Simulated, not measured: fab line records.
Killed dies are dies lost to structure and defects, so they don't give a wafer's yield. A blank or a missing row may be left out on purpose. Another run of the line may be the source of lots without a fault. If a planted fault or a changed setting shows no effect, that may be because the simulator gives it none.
Which tool is to blame? -- flow sky130 -- 36 wafers from 12 lots sampled at 3 of the route's 708 steps

== WHAT EACH GAUGE READ, for each wafer ==
SKY_VIA3_RS_MEAS_22: a four-point-probe measurement. Usual: for VIA3_W_RS the level is 0.2935 ohm/sq and the standard deviation is 0.0029.
lot,measured,on,VIA3_W_RS (ohm/sq),flag
L123,day 39 09:44,film_metro-03,0.2950 0.2900 0.2949,
L124,day 39 23:17,film_metro-03,0.2908 0.2918 0.2905,
L125,day 40 02:17,film_metro-02,0.2905 0.2994 0.2923,
L127,day 40 23:08,film_metro-01,0.2976 0.2929 0.2949,
L131,day 42 06:41,film_metro-01,0.2938 0.2958 0.2940,
L134,day 42 23:07,film_metro-03,0.2954 0.2899 0.2946,
L135,day 43 07:01,film_metro-02,0.2958 0.2996 0.2918,
L136,day 43 13:38,film_metro-01,0.2903 0.2914 0.2927,
L141,day 44 17:53,film_metro-02,0.2946 0.2920 0.2953,
L140,day 44 20:38,film_metro-02,0.2910 0.2868 0.2901,
L143,day 45 10:47,film_metro-03,0.2954 0.2911 0.2874,
L146,day 45 19:58,film_metro-03,0.2910 0.2980 0.2918,

SKY_CAP2M_OVL_MEAS_12. Usual: for CAP2M_OVL the level is -0.9 nm and the standard deviation is 1.5.
lot,measured,on,CAP2M_OVL (nm),flag
L123,day 40 10:59,overlay-01,-1.7 -0.9 0.4,
L124,day 41 00:12,overlay-01,-0.8 -0.7 -1.3,
L125,day 41 03:05,overlay-02,-0.2 0.6 2.2,
L127,day 41 23:13,overlay-02,-1.2 -1.3 -2.8,
L131,day 43 06:53,overlay-01,1.3 0.2 1.1,
L134,day 43 23:07,overlay-02,-2.9 -2.9 -1.7,
L135,day 44 06:44,overlay-01,0.4 0.6 0.5,
L136,day 44 12:46,overlay-02,-1.3 -1.5 -1.9,
L141,day 45 15:34,overlay-01,-2.0 -1.3 -1.0,
L140,day 45 17:54,overlay-02,-0.5 -0.6 -2.5,
L143,day 46 08:54,overlay-02,-2.5 -4.1 -4.0,
L146,day 46 16:49,overlay-02,-2.7 -0.9 -2.6,

SKY_METAL4_CD_MEAS_13 targets a cd of 300 nm. Usual: cd_nm 299.9 nm, standard deviation 1.6.
lot,measured,on,cd_nm (nm),flag
L123,day 41 11:55,cd_sem-01,297.6 298.3 298.9,
L124,day 42 01:01,cd_sem-01,299.1 299.1 301.0,
L125,day 42 03:23,cd_sem-01,299.2 301.3 299.8,
L127,day 42 23:07,cd_sem-01,298.4 298.0 298.7,
L131,day 44 06:20,cd_sem-02,299.7 300.3 299.4,
L134,day 44 21:25,cd_sem-02,299.0 298.8 298.6,
L135,day 45 04:53,cd_sem-02,299.3 301.2 299.7,
L136,day 45 11:17,cd_sem-02,299.0 300.8 300.0,
L141,day 46 12:59,cd_sem-02,301.8 302.7 303.1,
L140,day 46 16:08,cd_sem-01,300.1 299.0 297.8,
L143,day 47 05:58,cd_sem-01,299.7 299.2 299.7,
L146,day 47 13:46,cd_sem-01,299.4 299.4 298.9,

== TOOL THAT RAN EACH LOT (tool first, then ch and the chambers of the sampled wafers, then the start) ==
The record shows no process step preceding these readings.

== AS READ BY THE TOOLS THEMSELVES (means over the sampled wafers that have a number; for cases with no such wafer, the mark the record gives instead) ==
The record holds no such reading with a usual standard deviation.

== THE ANSWER, worked out from the rows above alone ==
Rule: lot off if the mean of its wafers having a number is beyond 3 standard deviations from the usual mean. Also off: a lot with no number at a reading for which 4 or more lots have one. The other lots that the step has rows for count as sound. The gauges are gone through in route order, then the tools' own readings, and for those a lot's mean is taken as printed above. The first step at which some lot is off is used, and at that step the reading that is off furthest; a lot without a number counts as furthest.
No lot is off at any reading shown: from this, nothing can be told.

== WHAT HAD BEEN PUT IN BY THE SIMULATOR ==
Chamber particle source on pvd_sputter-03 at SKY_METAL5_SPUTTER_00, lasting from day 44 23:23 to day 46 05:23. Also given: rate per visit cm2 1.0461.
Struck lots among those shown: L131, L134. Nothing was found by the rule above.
